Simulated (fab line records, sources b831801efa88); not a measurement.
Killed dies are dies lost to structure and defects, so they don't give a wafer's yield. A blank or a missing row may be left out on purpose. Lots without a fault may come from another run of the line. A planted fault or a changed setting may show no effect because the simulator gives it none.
Which tool did it? | flow sky130 | 13 lots, 39 wafers sampled, at 3 steps of a route of 708

WHAT THE GAUGES READ, wafer by wafer
SKY_CONTACT_CD_MEAS_14: target cd 170 nm.
lot  | measured     | on        | cd_nm (nm)
L262 | day 32 02:25 | cd_sem-01 | 169.3 170.3 169.1
L263 | day 32 12:08 | cd_sem-01 | 168.2 166.4 167.2
L264 | day 32 13:05 | cd_sem-02 | 168.5 167.8 169.8
L265 | day 33 14:47 | cd_sem-01 | 170.3 169.0 169.9
L266 | day 33 20:44 | cd_sem-02 | 170.8 172.0 172.4
L267 | day 34 03:13 | cd_sem-01 | 169.8 169.5 168.3
L269 | day 34 15:02 | cd_sem-01 | 167.5 169.7 171.7
L271 | day 35 09:15 | cd_sem-01 | 170.6 170.1 169.9
L276 | day 36 20:30 | cd_sem-01 | 168.7 167.1 168.0
L279 | day 37 23:19 | cd_sem-02 | 169.8 170.1 168.7
L280 | day 38 03:22 | cd_sem-01 | 169.5 168.0 168.0
L282 | day 38 10:08 | cd_sem-02 | 170.1 169.5 168.4
L283 | day 38 22:56 | cd_sem-01 | 171.9 172.4 172.1

WHICH TOOL RAN EACH LOT (tool, then ch and the chambers of the sampled wafers, then the start)
lot  | SKY_LDD_HVN_SOFTBAKE_03           | SKY_LOCAL_INTERCONNECT_ETCH_13
L262 | litho_track-03 ch 0, day 20 08:22 | rie_metal-02 ch 0,1, day 30 21:59
L263 | litho_track-03 ch 0, day 20 17:38 | rie_metal-03 ch 0,1, day 31 08:04
L264 | litho_track-03 ch 0, day 20 20:38 | rie_metal-04 ch 0, day 31 09:11
L265 | litho_track-03 ch 0, day 21 21:59 | rie_metal-03 ch 0,1, day 32 10:50
L266 | litho_track-03 ch 0, day 22 08:32 | rie_metal-02 ch 0,1, day 32 17:08
L267 | litho_track-03 ch 0, day 22 14:22 | rie_metal-03 ch 0,1, day 32 22:55
L269 | litho_track-03 ch 0, day 23 01:26 | rie_metal-03 ch 1, day 33 11:26
L271 | litho_track-03 ch 0, day 24 00:49 | rie_metal-03 ch 0,1, day 34 05:16
L276 | litho_track-04 ch 0, day 25 14:46 | rie_metal-04 ch 0,1, day 35 17:08
L279 | litho_track-03 ch 0, day 26 19:37 | rie_metal-02 ch 0,1, day 36 19:50
L280 | litho_track-04 ch 0, day 27 02:37 | rie_metal-04 ch 0,1, day 36 23:09
L282 | litho_track-03 ch 0, day 27 10:17 | rie_metal-02 ch 1, day 37 07:24
L283 | litho_track-01 ch 0, day 27 20:29 | rie_metal-04 ch 1, day 37 20:31
- SKY_LDD_HVN_SOFTBAKE_03: time 60 s.
- SKY_LOCAL_INTERCONNECT_ETCH_13: etches BARC in N2/H2, stops on SiO2, time 45.9 s, target depth 60 nm.

WHAT THE TOOLS THEMSELVES READ (means of the sampled wafers that have a number; where no wafer has one, the mark that the record gives instead)
SKY_LDD_HVN_SOFTBAKE_03.
lot  | tool           | heater_power_total_W (W) | resist_line_temp_C (C) | run_length_s (s)
L262 | litho_track-03 | 56.59                    | 22.98                  | 89.16
L263 | litho_track-03 | 56.62                    | 23.03                  | 89.29
L264 | litho_track-03 | 56.60                    | 23.02                  | 89.20
L265 | litho_track-03 | 56.56                    | 22.90                  | 89.29
L266 | litho_track-03 | 56.59                    | 23.16                  | 89.34
L267 | litho_track-03 | 56.60                    | 22.97                  | 89.16
L269 | litho_track-03 | 59.47                    | 22.92                  | 80.77
L271 | litho_track-03 | 59.48                    | 22.81                  | 80.67
L276 | litho_track-04 | 56.61                    | 22.92                  | 89.34
L279 | litho_track-03 | 56.57                    | 23.16                  | 89.24
L280 | litho_track-04 | 56.57                    | 22.97                  | 89.34
L282 | litho_track-03 | 56.58                    | 23.00                  | 89.24
L283 | litho_track-01 | 56.64                    | 23.07                  | 88.92

SKY_LOCAL_INTERCONNECT_ETCH_13.
lot  | tool         | bias_w (W) | drypump_motor_current_A (A) | oes_product_au (a.u.) | throttle_valve_pct (%)
L262 | rie_metal-02 | 100.28     | 5.78                        | 0.851                 | 13.222
L263 | rie_metal-03 | 99.97      | 6.03                        | 0.860                 | 13.223
L264 | rie_metal-04 | 100.14     | 5.96                        | 0.853                 | 13.222
L265 | rie_metal-03 | 100.21     | 6.00                        | 0.857                 | 13.226
L266 | rie_metal-02 | 100.07     | 5.77                        | 0.851                 | 13.229
L267 | rie_metal-03 | 99.90      | 6.02                        | 0.853                 | 13.218
L269 | rie_metal-03 | 99.84      | 5.97                        | 0.853                 | 13.222
L271 | rie_metal-03 | 99.93      | 6.03                        | 0.860                 | 13.225
L276 | rie_metal-04 | 100.10     | 6.07                        | 0.857                 | 13.230
L279 | rie_metal-02 | 99.75      | 5.70                        | 0.858                 | 13.222
L280 | rie_metal-04 | 99.71      | 6.13                        | 0.859                 | 13.214
L282 | rie_metal-02 | 99.81      | 5.86                        | 0.851                 | 13.228
L283 | rie_metal-04 | 99.78      | 6.18                        | 0.856                 | 13.225

THE ANSWER, worked out from the rows above alone
Rule: what is usual is taken from the lots themselves. Put in order of their means at a reading, lots are off if they are a third of the lots or fewer, leave a main group of 4 or more, and stand apart from it by a gap of 3 or more times the standard deviation of the main group's means; of several such gaps the widest counts. A main group whose means are all the same, to the digits that the tables above print for the reading, isn't used. A lot without any number at a reading at which 4 lots or more have one is off too. The other lots that the step has rows for count as sound. The gauges are gone through in route order, then the tools' own readings, and for those a lot's mean is taken as printed above. The first step at which some lot is off is used, and at that step the reading that is off furthest; a lot without a number counts as furthest.
Off: L269, L271, at SKY_LDD_HVN_SOFTBAKE_03 (heater_power_total_W). The main group: mean 56.59 W, standard deviation 0.023.
A tool fits if, at that step or a process step before it, it ran every lot that is off, and no sound lot after the first of them. None of those tried fits.

WHAT THE SIMULATOR HAD PUT IN
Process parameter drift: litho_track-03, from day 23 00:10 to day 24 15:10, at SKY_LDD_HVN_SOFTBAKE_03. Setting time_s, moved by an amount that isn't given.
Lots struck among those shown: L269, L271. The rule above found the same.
